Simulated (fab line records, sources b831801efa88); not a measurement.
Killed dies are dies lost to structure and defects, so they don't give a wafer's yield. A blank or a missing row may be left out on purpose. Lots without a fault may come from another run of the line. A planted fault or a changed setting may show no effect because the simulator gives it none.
fab line records | flow gf180mcu
record lots=11 wafers=33 last_day=34
route steps=602 shown M3@425 V3@444
lots that met no fault: from a run of the same line without faults
start_h: hours from the record's first day to the start of the lot's first wafer shown | wait_h: hours since the lot's step before | " the same as in the row above | L1.1+2: a row that stands for several wafers | - no value, or no start given | * or withheld: withheld | < > ~ a bound
route shown NAME@n: a module of which the file shows steps, and the number in the route of the first | usual: mean/standard deviation of fault-free wafers | same: alike in all rows | chamber/n: place in a boat | sites: the reading at each site | _std_site: their standard deviation | _edge_site: outer sites' mean less inner sites' | radius_mm: how far each site lies from the wafer's centre | mask NAME#n: copy n | behind: the tool/chamber that last shaped the wafer | hold: why the lot was held/for how many hours/how that ended | device: the transistor (n, p or np) that didn't switch | end of line: the same wafers' tests at the end of the route | a step without rows: its recipe alone | killed: dies lost to structure and defects at the first sort, not the wafer's yield | map: a wafer's dies, x killed, . not, _ none there
set.NAME: the setting as run; set.NAME@STEP: as run at that earlier step | model.NAME: the simulator's own value behind a step, which no gauge read
steps of the route over a sample of lots; a table a step, a row a wafer
services: from which hour (start_h, from the record's first day; less than 0 if before it) a tool's chamber was out of use, for how many hours, and why
## steps
# step GF_M3_METAL_ETCH_16
# recipe chemistry=Cl2/BCl3 mask_material=KrF target_depth_nm=750.8 stop_on=SiO2 pressure_mtorr=8 icp_w=800 bias_w=140 Cl2_flow_sccm=80 bcl3_flow_sccm=40 time_s=125.1
# usual bias_w=140.1/0.42 drypump_motor_current_A=5.6/0.64 oes_product_au=0.988/0.0066 rf_fwd_power_W=796.0/2.5 throttle_valve_pct=28.231/0.011
# columns lot.wafer tool chamber start_h wait_h bias_w drypump_motor_current_A oes_product_au rf_fwd_power_W rf_hours_counter_h throttle_valve_pct
L437.2 rie_metal-01 0 508.73 0.0 139.3 6.3 0.980 798.7 8 28.231
L437.3 " 0 " " 140.1 6.3 0.993 797.5 - 28.220
L437.4 " 1 " " 140.5 5.4 0.982 793.9 - 28.245
L438.1 rie_metal-03 1 524.23 0.0 140.7 6.5 0.990 790.7 14 28.231
L438.2 " 0 " " 140.0 4.8 0.990 796.4 3 28.226
L438.3 " 0 " " 139.8 4.8 0.996 793.7 - 28.231
L439.1 rie_metal-03 0 525.18 0.0 139.8 4.8 0.991 792.7 4 28.232
L439.3 " 0 " " 140.1 4.8 0.991 795.7 - 28.227
L439.5 " 0 " " 140.2 4.8 0.993 797.9 - 28.222
L445.1 rie_metal-01 0 571.93 0.0 139.7 6.3 0.979 795.9 9 28.257
L445.3 " 1 " " 139.9 5.4 0.970 796.6 - 28.251
L445.6 " 1 " " 139.8 5.4 0.972 794.1 - 28.252
L448.4 rie_metal-01 0 603.14 0.1 140.8 6.3 0.990 796.9 - 28.223
L448.5 " 1 " " 139.4 5.4 0.981 798.6 - 28.230
L448.6 " 0 " " 140.9 6.3 0.988 795.5 - 28.222
L453.1 rie_metal-01 0 630.33 0.0 139.5 6.3 1.000 796.5 11 28.214
L453.3 " 1 " " 139.4 5.4 0.983 795.0 - 28.250
L453.6 " 1 " " 139.6 5.4 0.999 795.5 - 28.215
L454.4 rie_metal-01 0 646.35 0.1 140.6 6.3 0.995 799.9 - 28.239
L454.5 " 0 " " 140.6 6.3 0.984 798.2 - 28.223
L454.6 " 1 " " 139.5 5.4 1.006 794.8 - 28.223
L456.1 rie_metal-04 0 652.13 0.0 139.6 6.2 0.990 796.4 7 28.227
L456.3 " 0 " " 139.9 6.1 0.994 795.9 - 28.238
L456.4 " 1 " " 139.9 4.8 0.986 801.4 - 28.226
L457.2 rie_metal-04 0 661.43 0.0 140.3 6.1 0.998 796.1 7 28.223
L457.4 " 1 " " 140.1 4.8 1.001 794.5 - 28.242
L457.6 " 0 " " 140.9 6.1 0.997 792.8 - 28.235
L458.2 rie_metal-03 1 663.28 0.0 139.2 6.5 0.978 794.0 4 28.226
L458.5 " 1 " " 139.2 6.5 0.984 795.0 - 28.225
L458.6 " 0 " " 139.7 4.8 0.999 794.6 - 28.202
L459.1 rie_metal-04 1 669.08 0.0 140.6 4.8 0.980 793.5 5 28.234
L459.4 " 0 " " 140.9 6.2 0.994 796.6 - 28.220
L459.6 " 0 " " 140.3 6.2 0.993 793.6 - 28.218
# step GF_M3_STRIP_17
# recipe chemistry=O2/N2 power_w=1400 pressure_mtorr=1500 platen_temp_c=250 o2_flow_sccm=3000 n2_flow_sccm=300 overash_fraction=0.5
# usual drypump_motor_current_A=6.1/0.53 heater_power_w=346/32 oes_product_au=0.538/0.0051 strip_time_to_endpoint_s=7.39/0.046
# columns lot.wafer tool chamber start_h wait_h drypump_motor_current_A heater_power_w oes_product_au rf_hours_counter_h strip_time_to_endpoint_s
L437.2 plasma_asher-04 0 508.86 0.1 5.3 323 0.539 7 7.38
L437.3 " 0 " " 5.3 331 0.535 - 7.37
L437.4 " 1 " " 6.5 396 0.543 - 7.45
L438.1 plasma_asher-02 1 524.36 0.1 5.7 319 0.535 42 7.37
L438.2 " 0 " " 5.6 377 0.544 42 7.38
L438.3 " 0 " " 5.6 371 0.535 - 7.31
L439.1 plasma_asher-03 1 525.44 0.2 6.6 352 0.542 76 7.46
L439.3 " 0 " " 6.7 311 0.541 - 7.39
L439.5 " 1 " " 6.6 341 0.540 - 7.39
L445.1 plasma_asher-03 0 572.06 0.1 6.7 303 0.528 81 7.42
L445.3 " 0 " " 6.7 316 0.538 - 7.45
L445.6 " 1 " " 6.6 341 0.535 - 7.45
L448.4 plasma_asher-04 0 603.26 0.1 5.3 333 0.544 - 7.37
L448.5 " 0 " " 5.3 326 0.550 - 7.44
L448.6 " 1 " " 6.5 390 0.539 - 7.40
L453.1 plasma_asher-03 0 630.46 0.1 6.7 314 0.467 88 5.74
L453.3 " 1 " " 6.5 339 0.536 - 7.46
L453.6 " 0 " " 6.7 319 0.472 - 5.79
L454.4 plasma_asher-04 1 646.47 0.1 6.5 391 0.536 - 7.28
L454.5 " 0 " " 5.3 330 0.533 - 7.35
L454.6 " 1 " " 6.5 400 0.464 - 5.72
L456.1 plasma_asher-03 0 652.26 0.1 6.7 310 0.532 90 7.31
L456.3 " 1 " " 6.5 341 0.524 - 7.35
L456.4 " 0 " " 6.7 314 0.537 - 7.34
L457.2 plasma_asher-04 1 661.56 0.1 6.5 387 0.534 23 7.38
L457.4 " 1 " " 6.4 412 0.539 - 7.45
L457.6 " 1 " " 6.4 396 0.537 - 7.39
L458.2 plasma_asher-02 1 663.41 0.1 5.8 320 0.537 55 7.47
L458.5 " 0 " " 5.7 384 0.542 - 7.47
L458.6 " 1 " " 5.8 313 0.542 - 7.44
L459.1 plasma_asher-04 1 669.21 0.1 6.4 395 0.539 24 7.43
L459.4 " 1 " " 6.5 388 0.532 - 7.35
L459.6 " 0 " " 5.3 333 0.537 - 7.36
# step GF_V3_OVL_MEAS_15
# usual V3_OVL=0/5.9
# columns lot.wafer tool chamber start_h wait_h V3_OVL[nm]
L437.2 overlay-01 - 532.86 0.1 -5
L437.3 " - " " -1
L437.4 " - " " 5
L438.1 overlay-01 - 548.80 0.1 1
L438.2 " - " " 6
L438.3 " - " " 5
L439.1 overlay-01 - 549.60 0.1 -4
L439.3 " - " " -4
L439.5 " - " " -3
L445.1 overlay-01 - 593.89 0.1 5
L445.3 " - " " 10
L445.6 " - " " 3
L448.4 overlay-01 - 625.38 0.1 -1
L448.5 " - " " 0
L448.6 " - " " 4
L453.1 overlay-02 - 651.19 0.1 -6
L453.3 " - " " -3
L453.6 " - " " -12
L454.4 overlay-01 - 666.36 0.1 -5
L454.5 " - " " 5
L454.6 " - " " -7
L456.1 overlay-01 - 672.49 0.1 2
L456.3 " - " " 3
L456.4 " - " " -7
L457.2 overlay-01 - 681.70 0.1 4
L457.4 " - " " -1
L457.6 " - " " -4
L458.2 overlay-02 - 684.27 0.1 -5
L458.5 " - " " 4
L458.6 " - " " -3
L459.1 overlay-01 - 689.89 0.1 0
L459.4 " - " " -2
L459.6 " - " " -9
# step GF_V3_ETCH_17
# recipe chemistry=C4F8/O2/Ar mask_material=KrF target=SiO2 stop_on=TiN source_w=1500 bias_w=1200 pressure_mtorr=40 c4f8_flow_sccm=withheld O2_flow_sccm=6 Ar_flow_sccm=300 time_s=withheld target_depth_a=6350
# usual bias_w=1200/3.6 oes_product_au=0.856/0.0044 rf_fwd_power_W=1493/4.9
# columns lot.wafer tool chamber start_h wait_h bias_w oes_product_au rf_fwd_power_W
L437.2 rie_diel-04 1 - - 1201 0.853 1491
L437.3 " 3 " " 1201 0.861 1491
L437.4 " 0 " " 1198 0.848 1490
L438.1 rie_diel-01 0 - - 1201 0.850 1484
L438.2 " 2 " " 1200 0.860 1497
L438.3 " 3 " " 1205 0.856 1493
L439.1 rie_diel-04 1 - - 1206 0.860 1500
L439.3 " 0 " " 1201 0.857 1481
L439.5 " 3 " " 1195 0.848 1490
L445.1 rie_diel-01 2 - - 1197 0.851 1495
L445.3 " 3 " " 1203 0.852 1506
L445.6 " 0 " " 1199 0.859 1496
L448.4 rie_diel-04 3 - - 1193 0.848 1496
L448.5 " 1 " " 1203 0.853 1496
L448.6 " 0 " " 1201 0.859 1488
L453.1 rie_diel-03 0 - - 1196 0.860 1494
L453.3 " 1 " " 1196 0.852 1491
L453.6 " 1 " " 1197 0.859 1489
L454.4 rie_diel-01 0 - - 1193 0.861 1496
L454.5 " 3 " " 1198 0.855 1497
L454.6 " 1 " " 1197 0.860 1493
L456.1 rie_diel-01 3 - - 1201 0.855 1490
L456.3 " 1 " " 1203 0.855 1492
L456.4 " 3 " " 1195 0.856 1488
L457.2 rie_diel-04 2 - - 1201 0.854 1496
L457.4 " 0 " " 1201 0.855 1486
L457.6 " 2 " " 1198 0.848 1498
L458.2 rie_diel-04 2 - - 1204 0.861 1494
L458.5 " 1 " " 1202 0.860 1497
L458.6 " 2 " " 1202 0.861 1494
L459.1 rie_diel-03 2 - - 1196 0.854 1483
L459.4 " 1 " " 1200 0.860 1492
L459.6 " 3 " " 1200 0.860 1499
# step GF_V3_STRIP_18
# recipe chemistry=O2/N2 power_w=1400 pressure_mtorr=1500 platen_temp_c=250 o2_flow_sccm=3000 n2_flow_sccm=300 overash_fraction=0.5
# usual drypump_motor_current_A=5.9/0.39 heater_power_w=347/28 oes_product_au=0.593/0.0048
# columns lot.wafer tool chamber start_h wait_h drypump_motor_current_A heater_power_w oes_product_au rf_hours_counter_h
L437.2 plasma_asher-02 0 533.02 - 5.6 369 0.591 43
L437.3 " 0 " " 5.6 360 0.592 -
L437.4 " 1 " " 5.8 327 0.592 -
L438.1 plasma_asher-04 1 548.96 - 6.4 402 0.594 11
L438.2 " 0 " " 5.3 326 0.595 11
L438.3 " 1 " " 6.4 399 0.597 -
L439.1 plasma_asher-01 1 549.77 - 6.3 320 0.589 89
L439.3 " 1 " " 6.2 317 0.590 -
L439.5 " 0 " " 6.3 351 0.599 -
L445.1 plasma_asher-04 1 594.06 - 6.5 390 0.594 16
L445.3 " 0 " " 5.3 328 0.590 -
L445.6 " 1 " " 6.5 399 0.598 -
L448.4 plasma_asher-02 0 625.56 - 5.7 377 0.598 -
L448.5 " 0 " " 5.6 379 0.600 -
L448.6 " 1 " " 5.8 322 0.600 -
L453.1 plasma_asher-01 1 651.36 - 6.2 318 0.593 99
L453.3 " 1 " " 6.2 321 0.593 -
L453.6 " 1 " " 6.2 324 0.586 -
L454.4 plasma_asher-02 0 666.54 - 5.6 377 0.590 -
L454.5 " 1 " " 5.7 317 0.597 -
L454.6 " 0 " " 5.6 374 0.597 -
L456.1 plasma_asher-01 1 672.66 - 6.2 320 0.586 101
L456.3 " 1 " " 6.2 321 0.590 -
L456.4 " 0 " " 6.3 354 0.593 -
L457.2 plasma_asher-01 0 681.85 - 6.3 347 0.585 102
L457.4 " 0 " " 6.3 347 0.597 -
L457.6 " 1 " " 6.2 322 0.594 -
L458.2 plasma_asher-01 0 684.42 - 6.3 350 0.591 102
L458.5 " 0 " " 6.3 339 0.580 -
L458.6 " 1 " " 6.2 324 0.593 -
L459.1 plasma_asher-04 0 690.05 - 5.3 317 0.587 26
L459.4 " 1 " " 6.5 395 0.601 -
L459.6 " 1 " " 6.5 391 0.596 -
## services
# columns tool chamber start_h hours kind
rie_diel-01 1 508.52 5.9 repair
rie_metal-04 - 516.64 0.1 repair
rie_diel-04 3 528.06 3.7 repair
rie_diel-03 1 533.39 14.3 repair
rie_diel-04 - 536.96 0.7 repair
rie_metal-03 1 555.65 14.5 repair
rie_diel-03 - 565.62 0.8 repair
rie_diel-01 1 580.13 - clean
rie_diel-01 1 580.13 20.9 scheduled_down
rie_diel-01 1 580.13 20.9 vent_cycle
plasma_asher-04 - 599.29 1.2 repair
rie_diel-01 1 605.86 8.9 repair
plasma_asher-02 - 611.35 2.8 pm
rie_diel-03 2 612.56 2.6 repair
rie_diel-01 2 624.86 69.0 repair
rie_diel-04 2 627.32 - clean
rie_diel-04 2 627.32 17.3 scheduled_down
rie_diel-04 2 627.32 17.3 vent_cycle
plasma_asher-02 - 636.68 7.6 repair
rie_diel-01 3 651.14 2.5 repair
rie_metal-01 0 653.32 3.5 repair
plasma_asher-02 - 660.15 2.6 repair
plasma_asher-01 - 666.79 4.0 pm
rie_metal-03 0 683.97 2.1 repair
## key
first_sign step=GF_M3_STRIP_17 reading=strip_time_to_endpoint_s direction=down sigmas=36 usual=* struck=*
effect step=GF_M3_STRIP_17 reading=oes_product_au direction=down sigmas=14 usual=0.538 struck=0.468
met_at GF_M3_METAL_ETCH_16
struck_lots L453,L454
struck_wafers L453.1,L453.6,L454.6
not_acting_at GF_V3_OVL_MEAS_15,GF_V3_ETCH_17,GF_V3_STRIP_18
onset_between 603.14 630.33
fault kind=process_parameter_drift tool=rie_metal-01 chamber=- onset_h=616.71 steps=GF_M3_METAL_ETCH_16 channel=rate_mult offset=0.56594 shape=step end_h=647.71 scope=struck_wafers_only
